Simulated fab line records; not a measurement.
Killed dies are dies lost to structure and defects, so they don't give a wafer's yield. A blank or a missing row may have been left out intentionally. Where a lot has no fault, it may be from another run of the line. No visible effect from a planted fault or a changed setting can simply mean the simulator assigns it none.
fab line records -- flow sky130
record lots=13, wafers=39, lastDay=50
route steps=708 shown FIELD_ISO@5 VT_ADJUST_PCH@145 SONOS_ONO@181 POLY_CUT@315 PAD_OPEN@708
lots untouched by any fault: they come from a run of this same line in which no faults occurred
startH: hours from the record's opening day to when the first of the lot's shown wafers began -- waitH: hours since the lot's step before -- " same as the row above -- L1.1+2: a single row standing in for several wafers -- - either no value or no given start -- * or withheld: withheld -- < > ~ a bound
route shown NAME@n: names a module that has steps shown in the file, with the first one's number in the route -- usual: mean/standard deviation of fault-free wafers -- same: alike in all rows -- chamber/n: place in a boat -- sites: per-site readings -- _std_site: standard deviation of those values -- _edge_site: outer sites' mean less inner sites' -- radiusMm: how far each site lies from the wafer's centre -- mask NAME#n: copy n -- behind: the last tool/chamber to shape the wafer -- hold: why the lot went on hold/how many hours it stayed there/how the hold came to an end -- device: the transistor (n, p or np) that didn't switch -- end of line: tests of these same wafers at the route's end -- a step without rows: its recipe alone -- killed: not the wafer's yield, but the dies lost to structure and defects at the first sort -- map: dies across one wafer; x = killed, . = not, _ = none there
set.NAME: setting as actually run; set.NAME@STEP: the setting as run at that earlier step -- model.NAME: the simulator's own value behind a step, which no gauge read
one table for each step of the route and one row for each wafer, over a sample of lots
services: when a tool's chamber went out of use (startH, in hours from the record's first day, below 0 if earlier), for how many hours, and the reason
## steps
# step SKY_FIELD_ISO_THK_MEAS_04
# recipe reads=Si3N4_of_FIELD_ISO_CVD_03
# usual FIELD_ISO_CVD_03_THK=165.3/1.6
lot.wafer,tool,chamber,startH,waitH,FIELD_ISO_CVD_03_THK[nm]
L947.1,filmMetro-02,-,15.23,0.0,164.1
L947.5,filmMetro-02,-,15.23,0.0,164.9
L947.6,filmMetro-02,-,15.23,0.0,164.4
L948.2,filmMetro-02,-,20.64,0.0,163.9
L948.3,filmMetro-02,-,20.64,0.0,163.7
L948.6,filmMetro-02,-,20.64,0.0,162.5
L949.3,filmMetro-04,-,24.00,0.0,168.1
L949.4,filmMetro-04,-,24.00,0.0,168.6
L949.6,filmMetro-04,-,24.00,0.0,166.0
L950.3,filmMetro-02,-,28.54,0.0,165.9
L950.4,filmMetro-02,-,28.54,0.0,166.4
L950.5,filmMetro-02,-,28.54,0.0,167.1
L952.2,filmMetro-02,-,39.20,0.0,167.8
L952.3,filmMetro-02,-,39.20,0.0,166.9
L952.4,filmMetro-02,-,39.20,0.0,166.1
L953.2,filmMetro-03,-,44.71,0.0,165.5
L953.3,filmMetro-03,-,44.71,0.0,167.6
L953.6,filmMetro-03,-,44.71,0.0,166.4
L954.3,filmMetro-02,-,49.02,0.0,165.4
L954.4,filmMetro-02,-,49.02,0.0,164.9
L954.6,filmMetro-02,-,49.02,0.0,164.9
L955.1,filmMetro-02,-,55.29,0.0,167.3
L955.3,filmMetro-02,-,55.29,0.0,168.2
L955.6,filmMetro-02,-,55.29,0.0,167.0
L956.1,filmMetro-02,-,58.48,0.0,165.9
L956.2,filmMetro-02,-,58.48,0.0,164.2
L956.3,filmMetro-02,-,58.48,0.0,165.4
L961.1,filmMetro-03,-,83.48,0.0,166.8
L961.2,filmMetro-03,-,83.48,0.0,167.2
L961.3,filmMetro-03,-,83.48,0.0,165.8
L962.1,filmMetro-03,-,89.50,0.0,166.3
L962.3,filmMetro-03,-,89.50,0.0,166.6
L962.5,filmMetro-03,-,89.50,0.0,165.9
L968.3,filmMetro-03,-,123.43,0.0,163.3
L968.4,filmMetro-03,-,123.43,0.0,163.8
L968.6,filmMetro-03,-,123.43,0.0,163.0
L970.2,filmMetro-03,-,131.86,0.0,167.2
L970.3,filmMetro-03,-,131.86,0.0,166.8
L970.4,filmMetro-03,-,131.86,0.0,165.5
# step SKY_VT_ADJUST_PCH_COAT_02
# recipe spinRpm=2000, resistThkNm=3000
# usual spinSpeedRpm=2000.0/1.2
lot.wafer,tool,chamber,startH,waitH,spinSpeedRpm
L947.1,lithoTrack-02,0,212.12,0.1,1998.8
L947.5,lithoTrack-02,0,212.12,0.1,1999.2
L947.6,lithoTrack-02,0,212.12,0.1,2000.1
L948.2,lithoTrack-03,0,221.14,0.1,2000.0
L948.3,lithoTrack-03,0,221.14,0.1,2002.4
L948.6,lithoTrack-03,0,221.14,0.1,2000.3
L949.3,lithoTrack-02,0,226.17,0.1,1999.3
L949.4,lithoTrack-02,0,226.17,0.1,2001.3
L949.6,lithoTrack-02,0,226.17,0.1,1999.4
L950.3,lithoTrack-02,0,233.07,0.1,1999.1
L950.4,lithoTrack-02,0,233.07,0.1,1998.8
L950.5,lithoTrack-02,0,233.07,0.1,1999.1
L952.2,lithoTrack-02,0,253.35,0.1,2000.1
L952.3,lithoTrack-02,0,253.35,0.1,1999.6
L952.4,lithoTrack-02,0,253.35,0.1,2001.3
L953.2,lithoTrack-02,0,258.95,0.1,1999.5
L953.3,lithoTrack-02,0,258.95,0.1,2000.1
L953.6,lithoTrack-02,0,258.95,0.1,2001.8
L954.3,lithoTrack-03,0,266.76,0.1,1998.6
L954.4,lithoTrack-03,0,266.76,0.1,1997.5
L954.6,lithoTrack-03,0,266.76,0.1,1999.4
L955.1,lithoTrack-01,0,271.30,0.1,2001.0
L955.3,lithoTrack-01,0,271.30,0.1,1997.6
L955.6,lithoTrack-01,0,271.30,0.1,2001.5
L956.1,lithoTrack-03,0,283.16,0.1,2001.2
L956.2,lithoTrack-03,0,283.16,0.1,2000.0
L956.3,lithoTrack-03,0,283.16,0.1,2001.4
L961.1,lithoTrack-02,0,314.42,0.1,2141.1
L961.2,lithoTrack-02,0,314.42,0.1,2143.2
L961.3,lithoTrack-02,0,314.42,0.1,2141.1
L962.1,lithoTrack-02,0,322.67,0.1,2139.6
L962.3,lithoTrack-02,0,322.67,0.1,2138.4
L962.5,lithoTrack-02,0,322.67,0.1,2139.8
L968.3,lithoTrack-01,0,375.35,0.1,2000.1
L968.4,lithoTrack-01,0,375.35,0.1,2001.1
L968.6,lithoTrack-01,0,375.35,0.1,1998.6
L970.2,lithoTrack-01,0,387.18,0.1,2001.9
L970.3,lithoTrack-01,0,387.18,0.1,2000.7
L970.4,lithoTrack-01,0,387.18,0.1,2001.3
# step SKY_VT_ADJUST_PCH_STRIP_09
# recipe chemistry=O2/N2, powerW=1400, pressureMtorr=1500, platenTempC=withheld, o2FlowSccm=3000, n2FlowSccm=300, overashFraction=0.5
# usual drypumpMotorCurrentA=5.9/0.34, oesProductAu=0.723/0.0043, stripTimeToEndpointS=36.98/0.11
# same overashFraction=0.5
lot.wafer,tool,chamber,startH,waitH,drypumpMotorCurrentA,oesProductAu,rfHoursCounterH,stripTimeToEndpointS
L947.1,plasmaAsher-03,1,223.45,0.1,6.2,0.720,38,36.97
L947.5,plasmaAsher-03,1,223.45,0.1,6.2,0.724,-,36.95
L947.6,plasmaAsher-03,0,223.45,0.1,6.1,0.713,-,36.96
L948.2,plasmaAsher-02,1,234.00,0.1,6.2,0.723,12,36.87
L948.3,plasmaAsher-02,1,234.00,0.1,6.2,0.728,-,36.93
L948.6,plasmaAsher-02,1,234.00,0.1,6.2,0.726,-,36.85
L949.3,plasmaAsher-03,0,238.17,0.1,6.2,0.724,-,37.08
L949.4,plasmaAsher-03,1,238.17,0.1,6.2,0.713,-,37.06
L949.6,plasmaAsher-03,0,238.17,0.1,6.1,0.725,-,37.05
L950.3,plasmaAsher-02,1,244.77,0.1,6.2,0.724,-,37.03
L950.4,plasmaAsher-02,0,244.77,0.1,5.1,0.723,-,37.04
L950.5,plasmaAsher-02,0,244.77,0.1,5.2,0.722,-,36.98
L952.2,plasmaAsher-02,0,265.30,0.1,5.1,0.723,16,37.03
L952.3,plasmaAsher-02,0,265.30,0.1,5.1,0.718,-,36.99
L952.4,plasmaAsher-02,1,265.30,0.1,6.2,0.729,-,37.12
L953.2,plasmaAsher-03,1,270.81,0.1,6.2,0.722,43,37.06
L953.3,plasmaAsher-03,1,270.81,0.1,6.2,0.732,-,36.98
L953.6,plasmaAsher-03,1,270.81,0.1,6.2,0.714,-,37.11
L954.3,plasmaAsher-04,1,279.12,0.1,6.0,0.721,-,37.03
L954.4,plasmaAsher-04,0,279.12,0.1,5.8,0.727,-,37.05
L954.6,plasmaAsher-04,0,279.12,0.1,5.7,0.730,-,37.10
L955.1,plasmaAsher-03,0,284.21,0.1,6.2,0.726,44,36.97
L955.3,plasmaAsher-03,0,284.21,0.1,6.2,0.723,-,36.95
L955.6,plasmaAsher-03,0,284.21,0.1,6.2,0.725,-,37.04
L956.1,plasmaAsher-04,0,294.90,0.1,5.7,0.725,62,37.10
L956.2,plasmaAsher-04,1,294.90,0.1,6.0,0.722,62,37.05
L956.3,plasmaAsher-04,1,294.90,0.1,6.0,0.719,-,37.07
L961.1,plasmaAsher-04,0,327.55,0.1,5.8,0.731,65,35.76
L961.2,plasmaAsher-04,1,327.55,0.1,6.0,0.723,65,35.77
L961.3,plasmaAsher-04,0,327.55,0.1,5.7,0.724,-,35.83
L962.1,plasmaAsher-04,1,337.29,0.1,6.0,0.714,66,35.59
L962.3,plasmaAsher-04,1,337.29,0.1,6.0,0.729,-,35.59
L962.5,plasmaAsher-04,0,337.29,0.1,5.7,0.718,-,35.63
L968.3,plasmaAsher-04,0,389.79,0.1,5.8,0.725,-,37.08
L968.4,plasmaAsher-04,1,389.79,0.1,6.0,0.726,-,37.00
L968.6,plasmaAsher-04,0,389.79,0.1,5.7,0.726,-,37.11
L970.2,plasmaAsher-04,1,401.81,0.1,6.0,0.729,73,36.95
L970.3,plasmaAsher-04,1,401.81,0.1,6.0,0.725,-,36.87
L970.4,plasmaAsher-04,0,401.81,0.1,5.7,0.712,-,36.96
# step SKY_SONOS_ONO_CD_MEAS_13
# recipe targetCdNm=410
# usual cdNm=409.8/2.4
lot.wafer,tool,chamber,startH,waitH,cdNm
L947.1,cdSem-02,-,282.65,0.1,411.0
L947.5,cdSem-02,-,282.65,0.1,409.6
L947.6,cdSem-02,-,282.65,0.1,408.1
L948.2,cdSem-01,-,287.27,0.1,411.6
L948.3,cdSem-01,-,287.27,0.1,409.5
L948.6,cdSem-01,-,287.27,0.1,410.2
L949.3,cdSem-02,-,290.85,0.1,405.5
L949.4,cdSem-02,-,290.85,0.1,404.6
L949.6,cdSem-02,-,290.85,0.1,406.9
L950.3,cdSem-01,-,297.95,0.1,412.7
L950.4,cdSem-01,-,297.95,0.1,409.6
L950.5,cdSem-01,-,297.95,0.1,413.5
L952.2,cdSem-02,-,325.43,0.1,410.8
L952.3,cdSem-02,-,325.43,0.1,409.0
L952.4,cdSem-02,-,325.43,0.1,411.8
L953.2,cdSem-02,-,342.94,0.1,410.4
L953.3,cdSem-02,-,342.94,0.1,409.1
L953.6,cdSem-02,-,342.94,0.1,411.3
L954.3,cdSem-02,-,343.20,0.2,409.0
L954.4,cdSem-02,-,343.20,0.2,406.3
L954.6,cdSem-02,-,343.20,0.2,409.7
L955.1,cdSem-02,-,343.80,0.1,410.4
L955.3,cdSem-02,-,343.80,0.1,410.0
L955.6,cdSem-02,-,343.80,0.1,410.7
L956.1,cdSem-02,-,353.05,2.0,405.6
L956.2,cdSem-02,-,353.05,2.0,406.8
L956.3,cdSem-02,-,353.05,2.0,408.7
L961.1,cdSem-01,-,389.06,0.1,410.8
L961.2,cdSem-01,-,389.06,0.1,410.6
L961.3,cdSem-01,-,389.06,0.1,409.8
L962.1,cdSem-02,-,398.35,0.1,412.2
L962.3,cdSem-02,-,398.35,0.1,411.1
L962.5,cdSem-02,-,398.35,0.1,409.6
L968.3,cdSem-02,-,455.49,0.1,407.7
L968.4,cdSem-02,-,455.49,0.1,405.2
L968.6,cdSem-02,-,455.49,0.1,406.8
L970.2,cdSem-02,-,468.62,0.1,410.3
L970.3,cdSem-02,-,468.62,0.1,411.0
L970.4,cdSem-02,-,468.62,0.1,410.7
# step SKY_POLY_CUT_CD_MEAS_08
# recipe targetCdNm=270
# usual cdNm=269.8/1.5
lot.wafer,tool,chamber,startH,waitH,cdNm
L947.1,cdSem-02,-,556.75,-,273.0
L947.5,cdSem-02,-,556.75,-,272.6
L947.6,cdSem-02,-,556.75,-,273.0
L948.2,cdSem-02,-,562.57,-,266.8
L948.3,cdSem-02,-,562.57,-,267.4
L948.6,cdSem-02,-,562.57,-,267.9
L949.3,cdSem-02,-,575.61,-,266.7
L949.4,cdSem-02,-,575.61,-,267.5
L949.6,cdSem-02,-,575.61,-,268.2
L950.3,cdSem-02,-,583.29,-,270.0
L950.4,cdSem-02,-,583.29,-,270.0
L950.5,cdSem-02,-,583.29,-,271.6
L952.2,cdSem-02,-,611.42,-,269.0
L952.3,cdSem-02,-,611.42,-,269.0
L952.4,cdSem-02,-,611.42,-,268.9
L953.2,cdSem-02,-,625.34,-,267.6
L953.3,cdSem-02,-,625.34,-,269.3
L953.6,cdSem-02,-,625.34,-,268.5
L954.3,cdSem-02,-,627.11,-,270.0
L954.4,cdSem-02,-,627.11,-,269.6
L954.6,cdSem-02,-,627.11,-,270.1
L955.1,cdSem-01,-,628.70,-,270.2
L955.3,cdSem-01,-,628.70,-,270.9
L955.6,cdSem-01,-,628.70,-,272.6
L956.1,cdSem-01,-,630.52,-,268.6
L956.2,cdSem-01,-,630.52,-,269.9
L956.3,cdSem-01,-,630.52,-,269.4
L961.1,cdSem-01,-,669.76,-,269.3
L961.2,cdSem-01,-,669.76,-,269.9
L961.3,cdSem-01,-,669.76,-,269.8
L962.1,cdSem-02,-,677.26,-,270.0
L962.3,cdSem-02,-,677.26,-,270.3
L962.5,cdSem-02,-,677.26,-,270.1
L968.3,cdSem-02,-,728.59,-,269.7
L968.4,cdSem-02,-,728.59,-,269.3
L968.6,cdSem-02,-,728.59,-,269.3
L970.2,cdSem-01,-,742.04,-,269.5
L970.3,cdSem-01,-,742.04,-,270.4
L970.4,cdSem-01,-,742.04,-,268.7
# step SKY_PAD_OPEN_PROBE_99
# usual killed_at_M0_to_M3=44/6.4, killed_at_M4_up=3.0/1.8, killedAtContacts=24/5, killedAtFrontEnd=16/4.3, killedAtOther=0.4/0.76, killedDies=88/8.6, killedOpen=47/7.2, killedShort=40/5.5
# same grossDies=492, killedAtBackSide=0
lot.wafer,tool,chamber,startH,waitH,killed_at_M0_to_M3,killed_at_M4_up,killedAtContacts,killedAtFrontEnd,killedAtOther,killedDies,killedOpen,killedShort
L953.2,prober-01,-,1117.65,0.1,52,1,27,20,0,100,64,36
L953.3,prober-01,-,1117.70,0.2,44,5,32,12,0,93,57,36
L953.6,prober-01,-,1117.85,0.2,44,3,28,17,0,92,50,41
L954.3,prober-02,-,1119.53,0.2,38,3,23,23,0,87,47,40
L954.4,prober-02,-,1119.58,0.2,59,3,27,11,0,100,57,43
L954.6,prober-02,-,1119.68,0.2,46,4,26,12,1,89,47,41
L956.1,prober-02,-,1124.90,0.1,38,3,23,18,0,82,40,42
L956.2,prober-02,-,1124.95,0.1,51,2,21,10,0,84,40,44
L956.3,prober-02,-,1125.00,0.2,56,4,24,14,0,98,48,49
L962.1,prober-02,-,1154.07,0.1,45,4,37,19,0,105,61,43
L962.3,prober-02,-,1154.17,0.2,43,1,31,19,0,94,45,48
L962.5,prober-02,-,1154.27,0.2,53,3,31,15,0,102,59,41
# killed by level:class
L953.2 VIA1:geometricParticle:open=16 FIELD_ISO:geometricParticle:open=9 VIA3:geometricParticle:open=9 CONTACT:geometricParticle:open=8 VIA2:geometricParticle:open=8 LI_CONTACT:geometricParticle:open=7 FIELD_ISO:geometricParticle:short=6 LOCAL_INTERCONNECT:geometricParticle:short=6
L953.3 CONTACT:geometricParticle:open=15 VIA3:geometricParticle:open=9 VIA1:geometricParticle:open=8 VIA2:geometricParticle:open=6 LOCAL_INTERCONNECT:geometricParticle:short=6 METAL2:geometricParticle:short=6 FIELD_ISO:geometricParticle:short=5 LI_CONTACT:geometricParticle:open=5
L953.6 CONTACT:geometricParticle:open=11 VIA1:geometricParticle:open=10 VIA3:geometricParticle:open=9 LI_CONTACT:geometricParticle:open=8 METAL2:geometricParticle:short=7 FIELD_ISO:geometricParticle:short=5 FIELD_ISO:geometricParticle:open=5 METAL1:geometricParticle:short=5
L954.3 VIA2:geometricParticle:open=8 VIA3:geometricParticle:open=8 POLY_GATE:geometricParticle:short=7 LI_CONTACT:geometricParticle:open=7 CONTACT:geometricParticle:open=7 FIELD_ISO:geometricParticle:short=6 CONTACT:geometricParticle:short=6 METAL1:geometricParticle:short=5
L954.4 VIA1:geometricParticle:open=11 CONTACT:geometricParticle:open=10 VIA3:geometricParticle:open=10 VIA2:geometricParticle:open=7 CONTACT:geometricParticle:short=6 VIA1:geometricParticle:short=6 LI_CONTACT:geometricParticle:open=5 VIA2:geometricParticle:short=5
L954.6 CONTACT:geometricParticle:open=10 METAL1:geometricParticle:short=10 LI_CONTACT:geometricParticle:open=9 VIA2:geometricParticle:open=8 VIA3:geometricParticle:short=6 LI_CONTACT:geometricParticle:short=5 METAL1:geometricParticle:open=4 VIA1:geometricParticle:open=3
L956.1 CONTACT:geometricParticle:open=8 LOCAL_INTERCONNECT:geometricParticle:short=7 VIA1:geometricParticle:open=7 VIA3:geometricParticle:open=6 FIELD_ISO:geometricParticle:short=5 POLY_GATE:geometricParticle:open=5 POLY_GATE:geometricParticle:short=5 LI_CONTACT:geometricParticle:open=4
L956.2 VIA1:geometricParticle:open=12 VIA3:geometricParticle:open=10 CONTACT:geometricParticle:open=8 VIA1:geometricParticle:short=6 METAL1:geometricParticle:short=5 METAL2:geometricParticle:short=5 VIA2:geometricParticle:short=5 LI_CONTACT:geometricParticle:open=4
L956.3 VIA1:geometricParticle:open=17 CONTACT:geometricParticle:open=8 LOCAL_INTERCONNECT:geometricParticle:short=7 POLY_GATE:geometricParticle:short=5 METAL2:geometricParticle:short=5 LI_CONTACT:geometricParticle:open=5 VIA3:geometricParticle:open=5 VIA1:geometricParticle:short=5
L962.1 CONTACT:geometricParticle:open=18 LI_CONTACT:geometricParticle:open=10 VIA1:geometricParticle:open=10 VIA1:geometricParticle:short=7 FIELD_ISO:geometricParticle:open=6 METAL2:geometricParticle:short=6 VIA2:geometricParticle:open=5 CONTACT:geometricParticle:short=4
L962.3 VIA1:geometricParticle:open=10 CONTACT:geometricParticle:open=9 LI_CONTACT:geometricParticle:open=7 CONTACT:geometricParticle:short=7 VIA1:geometricParticle:short=7 VIA3:geometricParticle:open=6 METAL1:geometricParticle:short=5 FIELD_ISO:geometricParticle:open=4
L962.5 CONTACT:geometricParticle:open=16 VIA1:geometricParticle:open=13 LI_CONTACT:geometricParticle:open=8 VIA1:geometricParticle:short=7 VIA2:geometricParticle:open=7 FIELD_ISO:geometricParticle:open=5 CONTACT:geometricParticle:short=5 VIA3:geometricParticle:short=5
## services
tool,chamber,startH,hours,kind
lithoTrack-02,-,224.08,-,consumableReplace:filter
plasmaAsher-04,-,226.88,14.6,pm
plasmaAsher-02,-,328.95,5.1,repair
plasmaAsher-02,-,343.80,2.8,pm
lithoTrack-01,-,383.24,-,consumableReplace:filter
## key
firstSign step=SKY_VT_ADJUST_PCH_COAT_02, reading=spinSpeedRpm, direction=up, sigmas=99+, usual=2000.0, struck=2140.5
effect step=SKY_VT_ADJUST_PCH_STRIP_09, reading=stripTimeToEndpointS, direction=down, sigmas=11, usual=*, struck=*
metAt SKY_VT_ADJUST_PCH_COAT_02
struckLots L961,L962
testerLeftOut L961,L962
notActingAt SKY_FIELD_ISO_THK_MEAS_04,SKY_SONOS_ONO_CD_MEAS_13,SKY_POLY_CUT_CD_MEAS_08
onsetBetween 258.95 314.42
fault kind=processParameterDrift, tool=lithoTrack-02, chamber=-, onsetH=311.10, steps=SKY_VT_ADJUST_PCH_COAT_02, channel=spinRpm, offset=140.84, shape=step, endH=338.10, actsIn=theseRecipesOnly, stated=2000
# testerLeftOut: of these lots the tester's yield and bins aren't shown, on N5 and GAA mostly nor the transistor test; their killed dies are dies lost to structure and defects alone, not to doping, threshold or leakage, so they don't give the yield
